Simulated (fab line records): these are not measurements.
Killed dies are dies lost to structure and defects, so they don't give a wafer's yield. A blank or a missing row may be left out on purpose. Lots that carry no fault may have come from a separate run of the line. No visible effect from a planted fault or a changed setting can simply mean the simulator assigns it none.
Which tool is to blame? :: flow gf180mcu :: Sampling: 13 lots, 39 wafers, 4 of 602 route steps

## WHAT THE GAUGES READ, wafer by wafer
GF_V1_THK_MEAS_25: measures by xrf. Usual: V1_W_THK typically reads 342 nm, with standard deviation 5.6.
lot: L966
measured: day 18 22:14
on: filmMetro-01
V1_W_THK (nm): 334 341 338
flag: 

lot: L972
measured: day 21 06:12
on: filmMetro-02
V1_W_THK (nm): 346 349 352
flag: 

lot: L973
measured: day 21 15:32
on: filmMetro-03
V1_W_THK (nm): 336 338 337
flag: 

lot: L976
measured: day 22 15:31
on: filmMetro-03
V1_W_THK (nm): 337 345 342
flag: 

lot: L977
measured: day 23 02:31
on: filmMetro-03
V1_W_THK (nm): 338 341 349
flag: 

lot: L978
measured: day 23 11:37
on: filmMetro-01
V1_W_THK (nm): 339 345 343
flag: 

lot: L979
measured: day 24 01:17
on: filmMetro-03
V1_W_THK (nm): 340 341 338
flag: 

lot: L980
measured: day 24 12:01
on: filmMetro-02
V1_W_THK (nm): 342 338 340
flag: 

lot: L982
measured: day 24 22:34
on: filmMetro-01
V1_W_THK (nm): 345 343 346
flag: 

lot: L983
measured: day 24 23:53
on: filmMetro-02
V1_W_THK (nm): 343 348 349
flag: 

lot: L984
measured: day 25 09:52
on: filmMetro-02
V1_W_THK (nm): 343 346 346
flag: 

lot: L986
measured: day 26 02:32
on: filmMetro-02
V1_W_THK (nm): 339 339 344
flag: 

lot: L987
measured: day 26 05:58
on: filmMetro-03
V1_W_THK (nm): 331 330 332
flag: 

GF_M2_THK_MEAS_06: measures by xrf. Usual: M2_ALCU_THK typically reads 449 nm, with standard deviation 5.5.
lot: L966
measured: day 18 22:56
on: filmMetro-03
M2_ALCU_THK (nm): 447 443 444
flag: 

lot: L972
measured: day 21 06:54
on: filmMetro-03
M2_ALCU_THK (nm): 439 440 441
flag: 

lot: L973
measured: day 21 16:14
on: filmMetro-03
M2_ALCU_THK (nm): 448 450 445
flag: 

lot: L976
measured: day 22 16:13
on: filmMetro-04
M2_ALCU_THK (nm): 452 453 450
flag: 

lot: L977
measured: day 23 03:13
on: filmMetro-02
M2_ALCU_THK (nm): 450 455 450
flag: 

lot: L978
measured: day 23 12:19
on: filmMetro-02
M2_ALCU_THK (nm): 443 443 446
flag: 

lot: L979
measured: day 24 01:59
on: filmMetro-03
M2_ALCU_THK (nm): 450 442 439
flag: 

lot: L980
measured: day 24 12:43
on: filmMetro-03
M2_ALCU_THK (nm): 440 447 447
flag: 

lot: L982
measured: day 24 23:16
on: filmMetro-02
M2_ALCU_THK (nm): 457 457 454
flag: 

lot: L983
measured: day 25 00:35
on: filmMetro-03
M2_ALCU_THK (nm): 452 452 451
flag: 

lot: L984
measured: day 25 10:34
on: filmMetro-03
M2_ALCU_THK (nm): 443 452 448
flag: 

lot: L986
measured: day 26 03:14
on: filmMetro-04
M2_ALCU_THK (nm): 454 456 448
flag: 

lot: L987
measured: day 26 06:40
on: filmMetro-04
M2_ALCU_THK (nm): 445 443 441
flag: 

## WHAT TOOL EACH LOT RAN ON (gives the tool, then ch and the chambers of the sampled wafers, and finally the start)
lot: L966
GF_V1_CMP_26: cmp-02 ch 0,1,3, day 18 22:22
GF_M2_SPUTTER_00: pvdSputter-03, day 18 22:34

lot: L972
GF_V1_CMP_26: cmp-02 ch 0,2,3, day 21 06:22
GF_M2_SPUTTER_00: pvdSputter-04, day 21 06:34

lot: L973
GF_V1_CMP_26: cmp-02 ch 0,1, day 21 15:35
GF_M2_SPUTTER_00: pvdSputter-04, day 21 15:53

lot: L976
GF_V1_CMP_26: cmp-02 ch 0,2,3, day 22 15:43
GF_M2_SPUTTER_00: pvdSputter-01, day 22 15:52

lot: L977
GF_V1_CMP_26: cmp-01 ch 0,3, day 23 02:37
GF_M2_SPUTTER_00: pvdSputter-01, day 23 02:52

lot: L978
GF_V1_CMP_26: cmp-01 ch 0,1, day 23 11:40
GF_M2_SPUTTER_00: pvdSputter-01, day 23 11:58

lot: L979
GF_V1_CMP_26: cmp-02 ch 0,2, day 24 01:23
GF_M2_SPUTTER_00: pvdSputter-04, day 24 01:38

lot: L980
GF_V1_CMP_26: cmp-01 ch 0,1, day 24 12:04
GF_M2_SPUTTER_00: pvdSputter-04, day 24 12:22

lot: L982
GF_V1_CMP_26: cmp-01 ch 1,2, day 24 22:41
GF_M2_SPUTTER_00: pvdSputter-04, day 24 22:56

lot: L983
GF_V1_CMP_26: cmp-01 ch 0,2, day 24 23:59
GF_M2_SPUTTER_00: pvdSputter-01, day 25 00:14

lot: L984
GF_V1_CMP_26: cmp-02 ch 0,2,3, day 25 09:58
GF_M2_SPUTTER_00: pvdSputter-04, day 25 10:13

lot: L986
GF_V1_CMP_26: cmp-02 ch 0,2, day 26 02:35
GF_M2_SPUTTER_00: pvdSputter-03, day 26 02:53

lot: L987
GF_V1_CMP_26: cmp-02 ch 1,2, day 26 06:01
GF_M2_SPUTTER_00: pvdSputter-03, day 26 06:19
- GF_V1_CMP_26: polishes, stops on SiO2, t overpolish 15 s, target thk 0 nm.
- GF_M2_SPUTTER_00: material Ti, target thk 37.5 nm, time 150 s.

## AS READ BY THE TOOLS THEMSELVES (means over the sampled wafers that have a number; for cases with no such wafer, the mark the record gives instead)
GF_V1_CMP_26. Usual: headPressurePsi 3.500 psi, standard deviation 0.0074; motorCurrentA 11.2 A, standard deviation 0.88; overpolishRunS 15.001 s, standard deviation 0.009; timeToEndpointS 86 s, standard deviation 4.
lot: L966
tool: cmp-02
headPressurePsi (psi): 3.496
motorCurrentA (A): 10.2
overpolishRunS (s): 14.998
timeToEndpointS (s): 84
flag: 

lot: L972
tool: cmp-02
headPressurePsi (psi): 3.502
motorCurrentA (A): 10.7
overpolishRunS (s): 15.005
timeToEndpointS (s): 88
flag: 

lot: L973
tool: cmp-02
headPressurePsi (psi): 3.495
motorCurrentA (A): 10.6
overpolishRunS (s): 14.995
timeToEndpointS (s): 86
flag: 

lot: L976
tool: cmp-02
headPressurePsi (psi): 3.493
motorCurrentA (A): 10.7
overpolishRunS (s): 15.002
timeToEndpointS (s): 87
flag: 

lot: L977
tool: cmp-01
headPressurePsi (psi): 3.501
motorCurrentA (A): 11.9
overpolishRunS (s): 15.003
timeToEndpointS (s): 88
flag: 

lot: L978
tool: cmp-01
headPressurePsi (psi): 3.502
motorCurrentA (A): 11.5
overpolishRunS (s): 14.999
timeToEndpointS (s): 87
flag: 

lot: L979
tool: cmp-02
headPressurePsi (psi): 3.510
motorCurrentA (A): 10.8
overpolishRunS (s): 15.005
timeToEndpointS (s): 86
flag: 

lot: L980
tool: cmp-01
headPressurePsi (psi): 3.501
motorCurrentA (A): 11.5
overpolishRunS (s): 15.004
timeToEndpointS (s): 84
flag: 

lot: L982
tool: cmp-01
headPressurePsi (psi): 3.505
motorCurrentA (A): 11.7
overpolishRunS (s): 14.996
timeToEndpointS (s): 87
flag: 

lot: L983
tool: cmp-01
headPressurePsi (psi): 3.500
motorCurrentA (A): 11.3
overpolishRunS (s): 15.006
timeToEndpointS (s): 88
flag: 

lot: L984
tool: cmp-02
headPressurePsi (psi): 3.501
motorCurrentA (A): 11.0
overpolishRunS (s): 14.998
timeToEndpointS (s): 86
flag: 

lot: L986
tool: cmp-02
headPressurePsi (psi): 3.502
motorCurrentA (A): 11.1
overpolishRunS (s): 14.999
timeToEndpointS (s): 82
flag: 

lot: L987
tool: cmp-02
headPressurePsi (psi): 3.503
motorCurrentA (A): 10.0
overpolishRunS (s): 15.006
timeToEndpointS (s): 79
flag: 

GF_M2_SPUTTER_00. Usual: cathodeDcPowerW 4000.1 W, standard deviation 0.74; throttleValvePct 30.3 %, standard deviation 0.9.
lot: L966
tool: pvdSputter-03
cathodeDcPowerW (W): 4000.3
throttleValvePct (%): 30.4
flag: 

lot: L972
tool: pvdSputter-04
cathodeDcPowerW (W): 3358.8
throttleValvePct (%): 30.6
flag: OFF

lot: L973
tool: pvdSputter-04
cathodeDcPowerW (W): 3358.4
throttleValvePct (%): 30.5
flag: OFF

lot: L976
tool: pvdSputter-01
cathodeDcPowerW (W): 4000.8
throttleValvePct (%): 30.5
flag: 

lot: L977
tool: pvdSputter-01
cathodeDcPowerW (W): 3999.7
throttleValvePct (%): 30.5
flag: 

lot: L978
tool: pvdSputter-01
cathodeDcPowerW (W): 4000.3
throttleValvePct (%): 30.2
flag: 

lot: L979
tool: pvdSputter-04
cathodeDcPowerW (W): 3999.3
throttleValvePct (%): 30.3
flag: 

lot: L980
tool: pvdSputter-04
cathodeDcPowerW (W): 4000.0
throttleValvePct (%): 29.6
flag: 

lot: L982
tool: pvdSputter-04
cathodeDcPowerW (W): 3999.2
throttleValvePct (%): 30.2
flag: 

lot: L983
tool: pvdSputter-01
cathodeDcPowerW (W): 4000.4
throttleValvePct (%): 30.5
flag: 

lot: L984
tool: pvdSputter-04
cathodeDcPowerW (W): 4000.6
throttleValvePct (%): 30.4
flag: 

lot: L986
tool: pvdSputter-03
cathodeDcPowerW (W): 3999.9
throttleValvePct (%): 30.5
flag: 

lot: L987
tool: pvdSputter-03
cathodeDcPowerW (W): 4000.2
throttleValvePct (%): 29.5
flag: 

## THE ANSWER, worked out from the rows above alone
Rule: a lot is off if the mean of its wafers that have a number lies more than 3 standard deviations from the usual mean. A lot without any number at a reading at which 4 lots or more have one is off too. Where the step has rows for the other lots, those lots are counted as sound. After the gauges, taken in route order, come the tools' own readings; for these a lot's mean is taken, as printed above. At the first step where some lot is off, the reading lying furthest off is the one used; lots without a number count as furthest.
Off: L972, L973, at GF_M2_SPUTTER_00 (cathodeDcPowerW).
If a tool, at that step or one of the process steps before it, ran each lot that is off and ran no sound lot following the first of them, it fits. Of those tried, none fits.

## WHAT THE SIMULATOR PUT IN
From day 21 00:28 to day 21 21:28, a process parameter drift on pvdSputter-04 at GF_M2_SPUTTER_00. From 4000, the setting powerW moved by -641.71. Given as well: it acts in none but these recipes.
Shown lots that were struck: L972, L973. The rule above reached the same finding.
